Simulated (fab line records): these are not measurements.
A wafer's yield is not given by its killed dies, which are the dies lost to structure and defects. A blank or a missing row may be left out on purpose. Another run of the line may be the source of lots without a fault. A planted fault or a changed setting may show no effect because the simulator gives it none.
fab line records :: flow gf180mcu
[record]
  lots = 15
  wafers = 45
  last-day = 34
route steps=602 shown SALICIDE@280 CONTACT@300
lots that met no fault: taken from a fault-free run of the same line
start-h: the number of hours between the record's first day and the start of the first shown wafer of the lot :: wait-h: how many hours have passed since the lot's step before this one :: " repeats the value in the row above :: L1.1+2: a single row standing in for several wafers :: - no value, or no start was given :: * or withheld: withheld :: < > ~ a bound
route shown NAME@n: names a module that has steps shown in the file, with the first one's number in the route :: usual: the fault-free wafers' mean and standard deviation :: same: alike in all rows :: chamber/n: place in a boat :: sites: per-site readings :: _std_site: standard deviation of those values :: _edge_site: outer sites' mean less inner sites' :: radius-mm: for every site, how far away it sits from the centre of the wafer :: mask NAME#n: copy n :: behind: the tool/chamber that last shaped the wafer :: hold: cause of the lot's hold/its duration in hours/its outcome :: device: which transistor (n, p or np) failed to switch :: end of line: the same wafers' tests at the end of the route :: where a step has no rows: the recipe by itself :: killed: dies lost to structure and defects at the first sort, not the wafer's yield :: map: dies across one wafer; x = killed, . = not, _ = none there
set.NAME: the setting that was run; set.NAME@STEP: the one run at that earlier step :: model.NAME: the simulator's own value behind a step, which no gauge read
steps of the route over a sample of lots; a table a step, a row a wafer
services: a tool's chamber out of use, with start hour (start-h, from the record's first day; less than 0 if before it), hours out, and reason
[[steps]]
[step GF_SALICIDE_SPUTTER_02]
[recipe]
  material = Co
  target-thk-nm = 10
  power-w = 1000
  time-s = 20
  chamber-pressure-pa = 0.4
[usual]
  throttle-valve-pct = 30.0/1.1
lot.wafer: L775.3
tool: pvd-sputter-01
chamber: -
start-h: 336.81
wait-h: 0.0
throttle-valve-pct: 31.4

lot.wafer: L775.4
tool: pvd-sputter-01
chamber: -
start-h: 336.81
wait-h: 0.0
throttle-valve-pct: 29.4

lot.wafer: L775.6
tool: pvd-sputter-01
chamber: -
start-h: 336.81
wait-h: 0.0
throttle-valve-pct: 32.4

lot.wafer: L776.3
tool: pvd-sputter-01
chamber: -
start-h: 345.40
wait-h: 0.0
throttle-valve-pct: 29.5

lot.wafer: L776.4
tool: pvd-sputter-01
chamber: -
start-h: 345.40
wait-h: 0.0
throttle-valve-pct: 31.4

lot.wafer: L776.6
tool: pvd-sputter-01
chamber: -
start-h: 345.40
wait-h: 0.0
throttle-valve-pct: 31.4

lot.wafer: L777.1
tool: pvd-sputter-01
chamber: -
start-h: 353.36
wait-h: 0.0
throttle-valve-pct: 32.2

lot.wafer: L777.5
tool: pvd-sputter-01
chamber: -
start-h: 353.36
wait-h: 0.0
throttle-valve-pct: 29.4

lot.wafer: L777.6
tool: pvd-sputter-01
chamber: -
start-h: 353.36
wait-h: 0.0
throttle-valve-pct: 29.5

lot.wafer: L778.1
tool: pvd-sputter-03
chamber: -
start-h: 362.54
wait-h: 0.0
throttle-valve-pct: 28.8

lot.wafer: L778.3
tool: pvd-sputter-03
chamber: -
start-h: 362.54
wait-h: 0.0
throttle-valve-pct: 30.5

lot.wafer: L778.4
tool: pvd-sputter-03
chamber: -
start-h: 362.54
wait-h: 0.0
throttle-valve-pct: 29.0

lot.wafer: L779.1
tool: pvd-sputter-01
chamber: -
start-h: 376.26
wait-h: 0.0
throttle-valve-pct: 32.1

lot.wafer: L779.5
tool: pvd-sputter-01
chamber: -
start-h: 376.26
wait-h: 0.0
throttle-valve-pct: 32.2

lot.wafer: L779.6
tool: pvd-sputter-01
chamber: -
start-h: 376.26
wait-h: 0.0
throttle-valve-pct: 31.3

lot.wafer: L780.3
tool: pvd-sputter-04
chamber: -
start-h: 387.51
wait-h: 0.0
throttle-valve-pct: 28.9

lot.wafer: L780.4
tool: pvd-sputter-04
chamber: -
start-h: 387.51
wait-h: 0.0
throttle-valve-pct: 29.0

lot.wafer: L780.6
tool: pvd-sputter-04
chamber: -
start-h: 387.51
wait-h: 0.0
throttle-valve-pct: 29.1

lot.wafer: L781.1
tool: pvd-sputter-04
chamber: -
start-h: 398.61
wait-h: 0.0
throttle-valve-pct: 29.0

lot.wafer: L781.4
tool: pvd-sputter-04
chamber: -
start-h: 398.61
wait-h: 0.0
throttle-valve-pct: 28.9

lot.wafer: L781.5
tool: pvd-sputter-04
chamber: -
start-h: 398.61
wait-h: 0.0
throttle-valve-pct: 28.7

lot.wafer: L782.3
tool: pvd-sputter-01
chamber: -
start-h: 403.15
wait-h: 0.0
throttle-valve-pct: 31.9

lot.wafer: L782.4
tool: pvd-sputter-01
chamber: -
start-h: 403.15
wait-h: 0.0
throttle-valve-pct: 31.2

lot.wafer: L782.5
tool: pvd-sputter-01
chamber: -
start-h: 403.15
wait-h: 0.0
throttle-valve-pct: 29.2

lot.wafer: L783.1
tool: pvd-sputter-04
chamber: -
start-h: 407.91
wait-h: 0.0
throttle-valve-pct: 29.1

lot.wafer: L783.2
tool: pvd-sputter-04
chamber: -
start-h: 407.91
wait-h: 0.0
throttle-valve-pct: 29.0

lot.wafer: L783.4
tool: pvd-sputter-04
chamber: -
start-h: 407.91
wait-h: 0.0
throttle-valve-pct: 30.0

lot.wafer: L786.1
tool: pvd-sputter-03
chamber: -
start-h: 436.00
wait-h: 0.0
throttle-valve-pct: 29.4

lot.wafer: L786.3
tool: pvd-sputter-03
chamber: -
start-h: 436.00
wait-h: 0.0
throttle-valve-pct: 30.8

lot.wafer: L786.6
tool: pvd-sputter-03
chamber: -
start-h: 436.00
wait-h: 0.0
throttle-valve-pct: 28.8

lot.wafer: L787.1
tool: pvd-sputter-04
chamber: -
start-h: 442.64
wait-h: 0.0
throttle-valve-pct: 29.2

lot.wafer: L787.3
tool: pvd-sputter-04
chamber: -
start-h: 442.64
wait-h: 0.0
throttle-valve-pct: 28.8

lot.wafer: L787.5
tool: pvd-sputter-04
chamber: -
start-h: 442.64
wait-h: 0.0
throttle-valve-pct: 30.2

lot.wafer: L788.1
tool: pvd-sputter-04
chamber: -
start-h: 452.60
wait-h: 0.0
throttle-valve-pct: 29.5

lot.wafer: L788.2
tool: pvd-sputter-04
chamber: -
start-h: 452.60
wait-h: 0.0
throttle-valve-pct: 29.1

lot.wafer: L788.6
tool: pvd-sputter-04
chamber: -
start-h: 452.60
wait-h: 0.0
throttle-valve-pct: 29.2

lot.wafer: L796.1
tool: pvd-sputter-01
chamber: -
start-h: 516.62
wait-h: 0.6
throttle-valve-pct: 29.5

lot.wafer: L796.2
tool: pvd-sputter-01
chamber: -
start-h: 516.62
wait-h: 0.6
throttle-valve-pct: 31.7

lot.wafer: L796.3
tool: pvd-sputter-01
chamber: -
start-h: 516.62
wait-h: 0.6
throttle-valve-pct: 29.4

lot.wafer: L797.2
tool: pvd-sputter-01
chamber: -
start-h: 522.99
wait-h: 0.0
throttle-valve-pct: 29.2

lot.wafer: L797.3
tool: pvd-sputter-01
chamber: -
start-h: 522.99
wait-h: 0.0
throttle-valve-pct: 32.2

lot.wafer: L797.6
tool: pvd-sputter-01
chamber: -
start-h: 522.99
wait-h: 0.0
throttle-valve-pct: 29.3

lot.wafer: L798.1
tool: pvd-sputter-01
chamber: -
start-h: 542.40
wait-h: 0.0
throttle-valve-pct: 31.2

lot.wafer: L798.3
tool: pvd-sputter-01
chamber: -
start-h: 542.40
wait-h: 0.0
throttle-valve-pct: 29.5

lot.wafer: L798.5
tool: pvd-sputter-01
chamber: -
start-h: 542.40
wait-h: 0.0
throttle-valve-pct: 32.5
[step GF_SALICIDE_RS_MEAS_04]
[recipe]
  thk-meas-gauge = four-point-probe
  reads = TiN_of_SALICIDE_SPUTTER_03+Co_of_SALICIDE_SPUTTER_02
[usual]
  SALICIDE_TIN_RS = 16.4/0.32
lot.wafer: L775.3
tool: film-metro-03
chamber: -
start-h: 336.90
wait-h: 0.1
SALICIDE_TIN_RS[ohm/sq]: 16.3

lot.wafer: L775.4
tool: film-metro-03
chamber: -
start-h: 336.90
wait-h: 0.1
SALICIDE_TIN_RS[ohm/sq]: 16.1

lot.wafer: L775.6
tool: film-metro-03
chamber: -
start-h: 336.90
wait-h: 0.1
SALICIDE_TIN_RS[ohm/sq]: 16.2

lot.wafer: L776.3
tool: film-metro-02
chamber: -
start-h: 345.49
wait-h: 0.1
SALICIDE_TIN_RS[ohm/sq]: 16.7

lot.wafer: L776.4
tool: film-metro-02
chamber: -
start-h: 345.49
wait-h: 0.1
SALICIDE_TIN_RS[ohm/sq]: 17.0

lot.wafer: L776.6
tool: film-metro-02
chamber: -
start-h: 345.49
wait-h: 0.1
SALICIDE_TIN_RS[ohm/sq]: 16.9

lot.wafer: L777.1
tool: film-metro-03
chamber: -
start-h: 353.41
wait-h: 0.0
SALICIDE_TIN_RS[ohm/sq]: 16.2

lot.wafer: L777.5
tool: film-metro-03
chamber: -
start-h: 353.41
wait-h: 0.0
SALICIDE_TIN_RS[ohm/sq]: 15.9

lot.wafer: L777.6
tool: film-metro-03
chamber: -
start-h: 353.41
wait-h: 0.0
SALICIDE_TIN_RS[ohm/sq]: 16.0

lot.wafer: L778.1
tool: film-metro-01
chamber: -
start-h: 362.60
wait-h: 0.0
SALICIDE_TIN_RS[ohm/sq]: 16.5

lot.wafer: L778.3
tool: film-metro-01
chamber: -
start-h: 362.60
wait-h: 0.0
SALICIDE_TIN_RS[ohm/sq]: 16.6

lot.wafer: L778.4
tool: film-metro-01
chamber: -
start-h: 362.60
wait-h: 0.0
SALICIDE_TIN_RS[ohm/sq]: 16.8

lot.wafer: L779.1
tool: film-metro-03
chamber: -
start-h: 376.31
wait-h: 0.0
SALICIDE_TIN_RS[ohm/sq]: 16.7

lot.wafer: L779.5
tool: film-metro-03
chamber: -
start-h: 376.31
wait-h: 0.0
SALICIDE_TIN_RS[ohm/sq]: 16.6

lot.wafer: L779.6
tool: film-metro-03
chamber: -
start-h: 376.31
wait-h: 0.0
SALICIDE_TIN_RS[ohm/sq]: 16.6

lot.wafer: L780.3
tool: film-metro-02
chamber: -
start-h: 387.60
wait-h: 0.1
SALICIDE_TIN_RS[ohm/sq]: 16.8

lot.wafer: L780.4
tool: film-metro-02
chamber: -
start-h: 387.60
wait-h: 0.1
SALICIDE_TIN_RS[ohm/sq]: 16.6

lot.wafer: L780.6
tool: film-metro-02
chamber: -
start-h: 387.60
wait-h: 0.1
SALICIDE_TIN_RS[ohm/sq]: 17.0

lot.wafer: L781.1
tool: film-metro-03
chamber: -
start-h: 398.66
wait-h: 0.0
SALICIDE_TIN_RS[ohm/sq]: 16.3

lot.wafer: L781.4
tool: film-metro-03
chamber: -
start-h: 398.66
wait-h: 0.0
SALICIDE_TIN_RS[ohm/sq]: 16.6

lot.wafer: L781.5
tool: film-metro-03
chamber: -
start-h: 398.66
wait-h: 0.0
SALICIDE_TIN_RS[ohm/sq]: 16.0

lot.wafer: L782.3
tool: film-metro-02
chamber: -
start-h: 403.24
wait-h: 0.1
SALICIDE_TIN_RS[ohm/sq]: 16.0

lot.wafer: L782.4
tool: film-metro-02
chamber: -
start-h: 403.24
wait-h: 0.1
SALICIDE_TIN_RS[ohm/sq]: 15.8

lot.wafer: L782.5
tool: film-metro-02
chamber: -
start-h: 403.24
wait-h: 0.1
SALICIDE_TIN_RS[ohm/sq]: 15.9

lot.wafer: L783.1
tool: film-metro-02
chamber: -
start-h: 407.96
wait-h: 0.0
SALICIDE_TIN_RS[ohm/sq]: 16.1

lot.wafer: L783.2
tool: film-metro-02
chamber: -
start-h: 407.96
wait-h: 0.0
SALICIDE_TIN_RS[ohm/sq]: 16.5

lot.wafer: L783.4
tool: film-metro-02
chamber: -
start-h: 407.96
wait-h: 0.0
SALICIDE_TIN_RS[ohm/sq]: 16.0

lot.wafer: L786.1
tool: film-metro-01
chamber: -
start-h: 436.05
wait-h: 0.0
SALICIDE_TIN_RS[ohm/sq]: 16.5

lot.wafer: L786.3
tool: film-metro-01
chamber: -
start-h: 436.05
wait-h: 0.0
SALICIDE_TIN_RS[ohm/sq]: 16.8

lot.wafer: L786.6
tool: film-metro-01
chamber: -
start-h: 436.05
wait-h: 0.0
SALICIDE_TIN_RS[ohm/sq]: 16.6

lot.wafer: L787.1
tool: film-metro-02
chamber: -
start-h: 442.70
wait-h: 0.0
SALICIDE_TIN_RS[ohm/sq]: 16.7

lot.wafer: L787.3
tool: film-metro-02
chamber: -
start-h: 442.70
wait-h: 0.0
SALICIDE_TIN_RS[ohm/sq]: 16.6

lot.wafer: L787.5
tool: film-metro-02
chamber: -
start-h: 442.70
wait-h: 0.0
SALICIDE_TIN_RS[ohm/sq]: 16.6

lot.wafer: L788.1
tool: film-metro-01
chamber: -
start-h: 452.65
wait-h: 0.0
SALICIDE_TIN_RS[ohm/sq]: 16.5

lot.wafer: L788.2
tool: film-metro-01
chamber: -
start-h: 452.65
wait-h: 0.0
SALICIDE_TIN_RS[ohm/sq]: 17.0

lot.wafer: L788.6
tool: film-metro-01
chamber: -
start-h: 452.65
wait-h: 0.0
SALICIDE_TIN_RS[ohm/sq]: 17.0

lot.wafer: L796.1
tool: film-metro-03
chamber: -
start-h: 516.67
wait-h: 0.0
SALICIDE_TIN_RS[ohm/sq]: 16.9

lot.wafer: L796.2
tool: film-metro-03
chamber: -
start-h: 516.67
wait-h: 0.0
SALICIDE_TIN_RS[ohm/sq]: 16.9

lot.wafer: L796.3
tool: film-metro-03
chamber: -
start-h: 516.67
wait-h: 0.0
SALICIDE_TIN_RS[ohm/sq]: 16.7

lot.wafer: L797.2
tool: film-metro-02
chamber: -
start-h: 523.06
wait-h: 0.0
SALICIDE_TIN_RS[ohm/sq]: 16.6

lot.wafer: L797.3
tool: film-metro-02
chamber: -
start-h: 523.06
wait-h: 0.0
SALICIDE_TIN_RS[ohm/sq]: 16.9

lot.wafer: L797.6
tool: film-metro-02
chamber: -
start-h: 523.06
wait-h: 0.0
SALICIDE_TIN_RS[ohm/sq]: 16.8

lot.wafer: L798.1
tool: film-metro-02
chamber: -
start-h: 542.46
wait-h: 0.0
SALICIDE_TIN_RS[ohm/sq]: 16.2

lot.wafer: L798.3
tool: film-metro-02
chamber: -
start-h: 542.46
wait-h: 0.0
SALICIDE_TIN_RS[ohm/sq]: 16.5

lot.wafer: L798.5
tool: film-metro-02
chamber: -
start-h: 542.46
wait-h: 0.0
SALICIDE_TIN_RS[ohm/sq]: 16.4
[step GF_SALICIDE_RTA_06]
[recipe]
  temp-c = 530
  time-s = 30
  ambient = N2
[usual]
  lamp-power-pct = 6.0/0.45
  wafer_temp_C_max = 531.7/0.6
lot.wafer: L775.3
tool: rtp-anneal-02
chamber: 0
start-h: 337.07
wait-h: 0.1
lamp-power-pct: 5.5
wafer_temp_C_max: 531.5

lot.wafer: L775.4
tool: rtp-anneal-02
chamber: 0
start-h: 337.07
wait-h: 0.1
lamp-power-pct: 5.5
wafer_temp_C_max: 532.0

lot.wafer: L775.6
tool: rtp-anneal-02
chamber: 0
start-h: 337.07
wait-h: 0.1
lamp-power-pct: 5.5
wafer_temp_C_max: 532.5

lot.wafer: L776.3
tool: rtp-anneal-01
chamber: 0
start-h: 345.67
wait-h: 0.1
lamp-power-pct: 6.4
wafer_temp_C_max: 531.9

lot.wafer: L776.4
tool: rtp-anneal-01
chamber: 0
start-h: 345.67
wait-h: 0.1
lamp-power-pct: 6.4
wafer_temp_C_max: 531.2

lot.wafer: L776.6
tool: rtp-anneal-01
chamber: 0
start-h: 345.67
wait-h: 0.1
lamp-power-pct: 6.4
wafer_temp_C_max: 530.7

lot.wafer: L777.1
tool: rtp-anneal-01
chamber: 0
start-h: 353.59
wait-h: 0.1
lamp-power-pct: 6.4
wafer_temp_C_max: 531.4

lot.wafer: L777.5
tool: rtp-anneal-01
chamber: 0
start-h: 353.59
wait-h: 0.1
lamp-power-pct: 6.4
wafer_temp_C_max: 531.2

lot.wafer: L777.6
tool: rtp-anneal-01
chamber: 0
start-h: 353.59
wait-h: 0.1
lamp-power-pct: 6.4
wafer_temp_C_max: 531.9

lot.wafer: L778.1
tool: rtp-anneal-01
chamber: 0
start-h: 362.78
wait-h: 0.1
lamp-power-pct: 6.4
wafer_temp_C_max: 531.4

lot.wafer: L778.3
tool: rtp-anneal-01
chamber: 0
start-h: 362.78
wait-h: 0.1
lamp-power-pct: 6.4
wafer_temp_C_max: 531.5

lot.wafer: L778.4
tool: rtp-anneal-01
chamber: 0
start-h: 362.78
wait-h: 0.1
lamp-power-pct: 6.4
wafer_temp_C_max: 531.3

lot.wafer: L779.1
tool: rtp-anneal-01
chamber: 0
start-h: 376.49
wait-h: 0.1
lamp-power-pct: 6.4
wafer_temp_C_max: 530.9

lot.wafer: L779.5
tool: rtp-anneal-01
chamber: 0
start-h: 376.49
wait-h: 0.1
lamp-power-pct: 6.4
wafer_temp_C_max: 531.6

lot.wafer: L779.6
tool: rtp-anneal-01
chamber: 0
start-h: 376.49
wait-h: 0.1
lamp-power-pct: 6.4
wafer_temp_C_max: 531.7

lot.wafer: L780.3
tool: rtp-anneal-01
chamber: 0
start-h: 387.81
wait-h: 0.1
lamp-power-pct: 6.4
wafer_temp_C_max: 530.9

lot.wafer: L780.4
tool: rtp-anneal-01
chamber: 0
start-h: 387.81
wait-h: 0.1
lamp-power-pct: 6.4
wafer_temp_C_max: 531.0

lot.wafer: L780.6
tool: rtp-anneal-01
chamber: 0
start-h: 387.81
wait-h: 0.1
lamp-power-pct: 6.4
wafer_temp_C_max: 530.8

lot.wafer: L781.1
tool: rtp-anneal-02
chamber: 0
start-h: 398.84
wait-h: 0.1
lamp-power-pct: 5.5
wafer_temp_C_max: 532.3

lot.wafer: L781.4
tool: rtp-anneal-02
chamber: 0
start-h: 398.84
wait-h: 0.1
lamp-power-pct: 5.5
wafer_temp_C_max: 532.9

lot.wafer: L781.5
tool: rtp-anneal-02
chamber: 0
start-h: 398.84
wait-h: 0.1
lamp-power-pct: 5.5
wafer_temp_C_max: 532.0

lot.wafer: L782.3
tool: rtp-anneal-02
chamber: 0
start-h: 403.41
wait-h: 0.1
lamp-power-pct: 5.5
wafer_temp_C_max: 531.8

lot.wafer: L782.4
tool: rtp-anneal-02
chamber: 0
start-h: 403.41
wait-h: 0.1
lamp-power-pct: 5.5
wafer_temp_C_max: 531.9

lot.wafer: L782.5
tool: rtp-anneal-02
chamber: 0
start-h: 403.41
wait-h: 0.1
lamp-power-pct: 5.5
wafer_temp_C_max: 533.5

lot.wafer: L783.1
tool: rtp-anneal-01
chamber: 0
start-h: 408.14
wait-h: 0.1
lamp-power-pct: 6.4
wafer_temp_C_max: 531.8

lot.wafer: L783.2
tool: rtp-anneal-01
chamber: 0
start-h: 408.14
wait-h: 0.1
lamp-power-pct: 6.4
wafer_temp_C_max: 531.1

lot.wafer: L783.4
tool: rtp-anneal-01
chamber: 0
start-h: 408.14
wait-h: 0.1
lamp-power-pct: 6.4
wafer_temp_C_max: 531.3

lot.wafer: L786.1
tool: rtp-anneal-02
chamber: 0
start-h: 436.23
wait-h: 0.1
lamp-power-pct: 5.5
wafer_temp_C_max: 532.5

lot.wafer: L786.3
tool: rtp-anneal-02
chamber: 0
start-h: 436.23
wait-h: 0.1
lamp-power-pct: 5.5
wafer_temp_C_max: 531.3

lot.wafer: L786.6
tool: rtp-anneal-02
chamber: 0
start-h: 436.23
wait-h: 0.1
lamp-power-pct: 5.5
wafer_temp_C_max: 531.9

lot.wafer: L787.1
tool: rtp-anneal-01
chamber: 0
start-h: 442.88
wait-h: 0.1
lamp-power-pct: 6.4
wafer_temp_C_max: 531.4

lot.wafer: L787.3
tool: rtp-anneal-01
chamber: 0
start-h: 442.88
wait-h: 0.1
lamp-power-pct: 6.4
wafer_temp_C_max: 531.6

lot.wafer: L787.5
tool: rtp-anneal-01
chamber: 0
start-h: 442.88
wait-h: 0.1
lamp-power-pct: 6.4
wafer_temp_C_max: 530.8

lot.wafer: L788.1
tool: rtp-anneal-02
chamber: 0
start-h: 452.83
wait-h: 0.1
lamp-power-pct: 5.5
wafer_temp_C_max: 531.8

lot.wafer: L788.2
tool: rtp-anneal-02
chamber: 0
start-h: 452.83
wait-h: 0.1
lamp-power-pct: 5.5
wafer_temp_C_max: 532.4

lot.wafer: L788.6
tool: rtp-anneal-02
chamber: 0
start-h: 452.83
wait-h: 0.1
lamp-power-pct: 5.5
wafer_temp_C_max: 532.2

lot.wafer: L796.1
tool: rtp-anneal-02
chamber: 0
start-h: 516.85
wait-h: 0.1
lamp-power-pct: 5.5
wafer_temp_C_max: 532.5

lot.wafer: L796.2
tool: rtp-anneal-02
chamber: 0
start-h: 516.85
wait-h: 0.1
lamp-power-pct: 5.5
wafer_temp_C_max: 533.3

lot.wafer: L796.3
tool: rtp-anneal-02
chamber: 0
start-h: 516.85
wait-h: 0.1
lamp-power-pct: 5.5
wafer_temp_C_max: 531.8

lot.wafer: L797.2
tool: rtp-anneal-02
chamber: 0
start-h: 523.24
wait-h: 0.1
lamp-power-pct: 5.5
wafer_temp_C_max: 532.5

lot.wafer: L797.3
tool: rtp-anneal-02
chamber: 0
start-h: 523.24
wait-h: 0.1
lamp-power-pct: 5.5
wafer_temp_C_max: 532.1

lot.wafer: L797.6
tool: rtp-anneal-02
chamber: 0
start-h: 523.24
wait-h: 0.1
lamp-power-pct: 5.5
wafer_temp_C_max: 532.9

lot.wafer: L798.1
tool: rtp-anneal-01
chamber: 0
start-h: 542.64
wait-h: 0.1
lamp-power-pct: 6.4
wafer_temp_C_max: 531.9

lot.wafer: L798.3
tool: rtp-anneal-01
chamber: 0
start-h: 542.64
wait-h: 0.1
lamp-power-pct: 6.4
wafer_temp_C_max: 532.6

lot.wafer: L798.5
tool: rtp-anneal-01
chamber: 0
start-h: 542.64
wait-h: 0.1
lamp-power-pct: 6.4
wafer_temp_C_max: 531.5
[step GF_CONTACT_DEVELOP_13]
[recipe]
  develop-time-s = 60
  resist = KrF
  dev-temp-c = 21
[usual]
  chill-plate-temp-C = 22.99/0.097
  develop-time-s = 60/0
lot.wafer: L775.3
tool: litho-track-01
chamber: 0
start-h: 359.41
wait-h: 0.1
chill-plate-temp-C: 23.01
develop-time-s: 60

lot.wafer: L775.4
tool: litho-track-01
chamber: 0
start-h: 359.41
wait-h: 0.1
chill-plate-temp-C: 23.07
develop-time-s: 60

lot.wafer: L775.6
tool: litho-track-01
chamber: 0
start-h: 359.41
wait-h: 0.1
chill-plate-temp-C: 23.08
develop-time-s: 60

lot.wafer: L776.3
tool: litho-track-04
chamber: 0
start-h: 369.20
wait-h: 0.1
chill-plate-temp-C: 22.98
develop-time-s: 60

lot.wafer: L776.4
tool: litho-track-04
chamber: 0
start-h: 369.20
wait-h: 0.1
chill-plate-temp-C: 22.96
develop-time-s: 60

lot.wafer: L776.6
tool: litho-track-04
chamber: 0
start-h: 369.20
wait-h: 0.1
chill-plate-temp-C: 23.02
develop-time-s: 60

lot.wafer: L777.1
tool: litho-track-02
chamber: 0
start-h: 376.70
wait-h: 0.2
chill-plate-temp-C: 22.81
develop-time-s: 60

lot.wafer: L777.5
tool: litho-track-02
chamber: 0
start-h: 376.70
wait-h: 0.2
chill-plate-temp-C: 22.85
develop-time-s: 60

lot.wafer: L777.6
tool: litho-track-02
chamber: 0
start-h: 376.70
wait-h: 0.2
chill-plate-temp-C: 23.01
develop-time-s: 60

lot.wafer: L778.1
tool: litho-track-02
chamber: 0
start-h: 385.90
wait-h: 0.2
chill-plate-temp-C: 22.98
develop-time-s: 60

lot.wafer: L778.3
tool: litho-track-02
chamber: 0
start-h: 385.90
wait-h: 0.2
chill-plate-temp-C: 22.95
develop-time-s: 60

lot.wafer: L778.4
tool: litho-track-02
chamber: 0
start-h: 385.90
wait-h: 0.2
chill-plate-temp-C: 22.96
develop-time-s: 60

lot.wafer: L779.1
tool: litho-track-02
chamber: 0
start-h: 399.60
wait-h: 0.2
chill-plate-temp-C: 22.98
develop-time-s: 60

lot.wafer: L779.5
tool: litho-track-02
chamber: 0
start-h: 399.60
wait-h: 0.2
chill-plate-temp-C: 22.85
develop-time-s: 60

lot.wafer: L779.6
tool: litho-track-02
chamber: 0
start-h: 399.60
wait-h: 0.2
chill-plate-temp-C: 22.92
develop-time-s: 60

lot.wafer: L780.3
tool: litho-track-02
chamber: 0
start-h: 411.50
wait-h: 0.1
chill-plate-temp-C: 22.96
develop-time-s: 60

lot.wafer: L780.4
tool: litho-track-02
chamber: 0
start-h: 411.50
wait-h: 0.1
chill-plate-temp-C: 23.02
develop-time-s: 60

lot.wafer: L780.6
tool: litho-track-02
chamber: 0
start-h: 411.50
wait-h: 0.1
chill-plate-temp-C: 23.19
develop-time-s: 60

lot.wafer: L781.1
tool: litho-track-01
chamber: 0
start-h: 422.70
wait-h: 0.2
chill-plate-temp-C: 22.91
develop-time-s: 60

lot.wafer: L781.4
tool: litho-track-01
chamber: 0
start-h: 422.70
wait-h: 0.2
chill-plate-temp-C: 23.02
develop-time-s: 60

lot.wafer: L781.5
tool: litho-track-01
chamber: 0
start-h: 422.70
wait-h: 0.2
chill-plate-temp-C: 23.03
develop-time-s: 60

lot.wafer: L782.3
tool: litho-track-04
chamber: 0
start-h: 427.80
wait-h: 0.1
chill-plate-temp-C: 22.83
develop-time-s: 60

lot.wafer: L782.4
tool: litho-track-04
chamber: 0
start-h: 427.80
wait-h: 0.1
chill-plate-temp-C: 22.84
develop-time-s: 60

lot.wafer: L782.5
tool: litho-track-04
chamber: 0
start-h: 427.80
wait-h: 0.1
chill-plate-temp-C: 22.77
develop-time-s: 60

lot.wafer: L783.1
tool: litho-track-04
chamber: 0
start-h: 432.25
wait-h: 0.2
chill-plate-temp-C: 23.10
develop-time-s: 60

lot.wafer: L783.2
tool: litho-track-04
chamber: 0
start-h: 432.25
wait-h: 0.2
chill-plate-temp-C: 23.04
develop-time-s: 60

lot.wafer: L783.4
tool: litho-track-04
chamber: 0
start-h: 432.25
wait-h: 0.2
chill-plate-temp-C: 23.03
develop-time-s: 60

lot.wafer: L786.1
tool: litho-track-04
chamber: -
start-h: 460.90
wait-h: 0.2
chill-plate-temp-C: -
develop-time-s: -

lot.wafer: L786.3
tool: litho-track-04
chamber: -
start-h: 460.90
wait-h: 0.2
chill-plate-temp-C: -
develop-time-s: -

lot.wafer: L786.6
tool: litho-track-04
chamber: -
start-h: 460.90
wait-h: 0.2
chill-plate-temp-C: -
develop-time-s: -

lot.wafer: L787.1
tool: litho-track-02
chamber: -
start-h: 468.40
wait-h: 0.2
chill-plate-temp-C: -
develop-time-s: -

lot.wafer: L787.3
tool: litho-track-02
chamber: -
start-h: 468.40
wait-h: 0.2
chill-plate-temp-C: -
develop-time-s: -

lot.wafer: L787.5
tool: litho-track-02
chamber: -
start-h: 468.40
wait-h: 0.2
chill-plate-temp-C: -
develop-time-s: -

lot.wafer: L788.1
tool: litho-track-02
chamber: -
start-h: 478.15
wait-h: 0.2
chill-plate-temp-C: -
develop-time-s: -

lot.wafer: L788.2
tool: litho-track-02
chamber: -
start-h: 478.15
wait-h: 0.2
chill-plate-temp-C: -
develop-time-s: -

lot.wafer: L788.6
tool: litho-track-02
chamber: -
start-h: 478.15
wait-h: 0.2
chill-plate-temp-C: -
develop-time-s: -

lot.wafer: L796.1
tool: litho-track-02
chamber: 0
start-h: 539.75
wait-h: 0.2
chill-plate-temp-C: 22.99
develop-time-s: 60

lot.wafer: L796.2
tool: litho-track-02
chamber: 0
start-h: 539.75
wait-h: 0.2
chill-plate-temp-C: 23.03
develop-time-s: 60

lot.wafer: L796.3
tool: litho-track-02
chamber: 0
start-h: 539.75
wait-h: 0.2
chill-plate-temp-C: 23.07
develop-time-s: 60

lot.wafer: L797.2
tool: litho-track-04
chamber: 0
start-h: 546.72
wait-h: 0.2
chill-plate-temp-C: 22.78
develop-time-s: 60

lot.wafer: L797.3
tool: litho-track-04
chamber: 0
start-h: 546.72
wait-h: 0.2
chill-plate-temp-C: 22.95
develop-time-s: 60

lot.wafer: L797.6
tool: litho-track-04
chamber: 0
start-h: 546.72
wait-h: 0.2
chill-plate-temp-C: 23.06
develop-time-s: 60

lot.wafer: L798.1
tool: litho-track-02
chamber: 0
start-h: 565.80
wait-h: 0.2
chill-plate-temp-C: 23.09
develop-time-s: 60

lot.wafer: L798.3
tool: litho-track-02
chamber: 0
start-h: 565.80
wait-h: 0.2
chill-plate-temp-C: 23.05
develop-time-s: 60

lot.wafer: L798.5
tool: litho-track-02
chamber: 0
start-h: 565.80
wait-h: 0.2
chill-plate-temp-C: 23.04
develop-time-s: 60
[[services]]
tool: pvd-sputter-04
chamber: -
start-h: 342.45
hours: 6.6
kind: repair

tool: pvd-sputter-04
chamber: -
start-h: 349.37
hours: 8.1
kind: repair

tool: pvd-sputter-04
chamber: -
start-h: 379.39
hours: 1.8
kind: repair

tool: pvd-sputter-01
chamber: -
start-h: 397.23
hours: 3.1
kind: repair

tool: pvd-sputter-01
chamber: -
start-h: 409.27
hours: 2.7
kind: repair

tool: rtp-anneal-02
chamber: -
start-h: 413.65
hours: 3.2
kind: pm

tool: pvd-sputter-04
chamber: -
start-h: 425.27
hours: 1.0
kind: repair

tool: pvd-sputter-03
chamber: -
start-h: 494.08
hours: 28.4
kind: repair

tool: pvd-sputter-04
chamber: -
start-h: 513.52
hours: 12.6
kind: repair
[[key]]
[first-sign]
  step = GF_CONTACT_DEVELOP_13
  reading = tool-record
  direction = missing
effect none on later readings
met-at GF_CONTACT_DEVELOP_13
struck-lots L786,L787,L788
later-rows-left-out L786.1,L786.3,L786.6,L787.1,L787.3,L787.5,L788.1,L788.2,L788.6
sort-left-out L786.1,L786.3,L786.6,L787.1,L787.3,L787.5,L788.1,L788.2,L788.6
tester-left-out L786,L787,L788
not-acting-at GF_SALICIDE_SPUTTER_02,GF_SALICIDE_RS_MEAS_04,GF_SALICIDE_RTA_06
onset-between 432.25 460.90
[fault]
  kind = skipped-step-whole
  tool = litho-track-02,litho-track-04
  chamber = -
  onset-h = 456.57
  steps = GF_CONTACT_DEVELOP_13
  scope = struck-lots-only
// tester-left-out: of these lots the tester's yield and bins aren't shown, on N5 and GAA mostly nor the transistor test; their killed dies are dies lost to structure and defects alone, not to doping, threshold or leakage, so they don't give the yield
// sort-left-out: the simulated sort isn't trusted on such a fault, so these wafers' sort isn't shown, and their yield isn't known
// later-rows-left-out: the simulator's readings of these wafers behind a module that went badly wrong aren't trusted and aren't shown, but for the sort
